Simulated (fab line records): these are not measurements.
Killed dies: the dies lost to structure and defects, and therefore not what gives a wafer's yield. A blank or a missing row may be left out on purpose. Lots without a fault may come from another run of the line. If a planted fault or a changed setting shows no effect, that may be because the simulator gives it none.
Struck lot and sound lot, side by side :: flow sky130 :: 16 out of 708 route steps
Sound: wafers L332.1, L332.5, L332.6. Struck: wafer L337.5. (L337.3, L337.6 of the same lot were not struck and are left out.) The cause comes at the end.
At each step with rows: each side's tool, then ch and its chambers, then its first start. Under that, the readings that differ: sound wafers :: struck wafers :: difference of the means :: sigmas: that difference in standard deviations of wafers without a fault.
alike: readings with means less than 2 such deviations apart, plus words and numbers identical on both sides. not compared: withheld readings, readings lacking a value on some wafer, bounds such as >300 that could conceal the same value, and numbers that have no deviation in the record and whose values overlap.
A row with sigmas, a row that says differs or no value, or rows on one side alone: a step with any of these is where the two part. When numbers do not overlap yet have no deviation, they are printed without sigmas and do not part them. Lack of a reading on every wafer of one side parts them only where that side has two or more wafers.

SKY_METAL5_SPUTTER_03: material Ti, target thk 5 nm, time 3.3 s.
  struck on pvd sputter-02, day 47 08:32; sound on pvd sputter-01, day 45 17:41
  alike: throttle valve pct
SKY_METAL5_SPUTTER_04: material TiN, target thk 70 nm, time 58.3 s.
  struck on pvd sputter-02, day 47 08:33; sound on pvd sputter-01, day 45 17:42
  alike: throttle valve pct
SKY_METAL5_RS_MEAS_05: a four-point-probe measurement.
  struck on film metro-01, day 47 08:38; sound on film metro-01, day 45 17:44
  alike: METAL5_ALCU_RS
SKY_METAL5_THK_MEAS_06: measures by xrf.
  struck on film metro-01, day 47 08:44; sound on film metro-01, day 45 17:52
  alike: METAL5_ALCU_THK
then, 7 steps without rows for these wafers: SKY_METAL5_DEHYDRATE_07 (time 60 s); SKY_METAL5_HMDS_08 (prime time 60 s); SKY_METAL5_COAT_09 (resist thk 1800 nm); SKY_METAL5_SOFTBAKE_10 (time 60 s); SKY_METAL5_EXPOSE_11 (exposes mask MM5, target cd 1600 nm); SKY_METAL5_PEB_12; SKY_METAL5_DEVELOP_13 (develop time 60 s).
SKY_METAL5_DESCUM_14: chemistry O2, time 11 s.
  sound on rie metal-03 ch 0,1, day 46 13:39; struck on rie metal-03 ch 1, day 48 04:19
  alike: drypump motor current A, oes product au
  not compared: rf hours counter h
SKY_METAL5_METAL_ETCH_15: etches the open film in Cl2/BCl3, stops on SiO2, target depth 1260 nm, time 252 s.
  sound on rie metal-03 ch 0,1, day 46 13:41; struck on rie metal-03 ch 1, day 48 04:25
reading: oes product au (a.u.)
sound: 0.894 0.892 0.889
struck: 0.781
difference: -0.111
sigmas: -24

reading: model.METAL5.feature depth nm (nm)
sound: 1261 1262 1256
struck: 1002
difference: -258
sigmas: 

reading: model.etch.depth nm (nm)
sound: 1261 1262 1256
struck: 1002
difference: -258
sigmas: 

reading: model.NOVOLAK_of_METAL5_COAT_09.thk nm (nm)
sound: 1048 1025 1045
struck: 1288
difference: +249
sigmas: 
  alike: drypump motor current A, throttle valve pct
  not compared: rf hours counter h
SKY_METAL5_STRIP_16: strips in O2/N2.
  sound on plasma asher-02 ch 0,1, day 46 13:55; struck on plasma asher-02 ch 0, day 48 04:36
reading: strip time to endpoint s (s)
sound: 13.23 12.96 13.20
struck: 15.94
difference: +2.81
sigmas: +30
  alike: drypump motor current A, oes product au
  not compared: rf hours counter h
then, 1 step without rows for these wafers: SKY_METAL5_STRIP_17 (strips in post etch residue remover, time 1200 s).
SKY_PAD_OPEN_PROBE_99:
  record: rows for the struck wafers here (prober-01, day 49 19:35), none for the sound ones

== WHERE THEY PART ==
Earliest at SKY_METAL5_METAL_ETCH_15; latest, in this record, at SKY_PAD_OPEN_PROBE_99.

WHY: what the simulator had put in
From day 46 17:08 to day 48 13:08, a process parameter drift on rie metal-03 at SKY_METAL5_METAL_ETCH_15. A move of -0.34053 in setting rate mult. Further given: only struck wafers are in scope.
